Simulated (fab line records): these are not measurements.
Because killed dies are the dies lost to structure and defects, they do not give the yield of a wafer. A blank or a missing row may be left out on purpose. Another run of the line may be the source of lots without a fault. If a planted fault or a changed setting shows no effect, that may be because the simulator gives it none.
Matching of chambers | flow gf180mcu | GF_V4_CMP_04 on cmp-01 has 4 sister chambers
The step polishes SiO2. 4 wafers are shown with their chamber, then 12 later ones without.

## WAFERS, EACH WITH ITS CHAMBER
wafer  | chamber | motor current A (A)
L082.2 | 3       | 12.5
L083.2 | 0       | 13.6
L083.5 | 1       | 9.8
L083.6 | 2       | 13.7

## WAFERS MISSING THEIR CHAMBER
wafer  | motor current A (A)
L088.3 | 12.0
L088.5 | 9.9
L088.6 | 13.3
L089.1 | 13.6
L089.4 | 10.5
L089.6 | 13.8
L090.2 | 9.9
L090.3 | 13.8
L090.5 | 9.9
L092.1 | 12.9
L092.4 | 13.7
L092.6 | 9.9

## CHAMBER TAKEN BY EACH
wafer  | from the rows above          | in truth
L088.3 | 3                            | 3
L088.5 | 1                            | 1
L088.6 | can't be placed: 0 or 2 or 3 | 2
L089.1 | can't be placed: 0 or 2      | 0
L089.4 | 1                            | 1
L089.6 | can't be placed: 2 or 0      | 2
L090.2 | 1                            | 1
L090.3 | can't be placed: 2 or 0      | 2
L090.5 | 1                            | 1
L092.1 | can't be placed: 3 or 0 or 2 | 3
L092.4 | can't be placed: 2 or 0      | 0
L092.6 | 1                            | 1
Correct placement for 6 of the 12. From these rows, 6 cannot be placed; in 6 the true chamber is one of the candidates. Number placed wrongly: 0.
How it was worked out, from the rows above alone: a wafer's distance from a chamber is the root of the sum, over the readings, of the square of ((its reading less the chamber's mean) divided by the reading's scatter). If the next closest chamber is less than 2 further off than the closest, the wafer can't be placed; otherwise it belongs to the closest. Each chamber's mean is taken over the wafers shown for it. The scatter: with one shown wafer a chamber, the root of the mean of the squares of how far each hidden wafer lies from its nearest shown one.
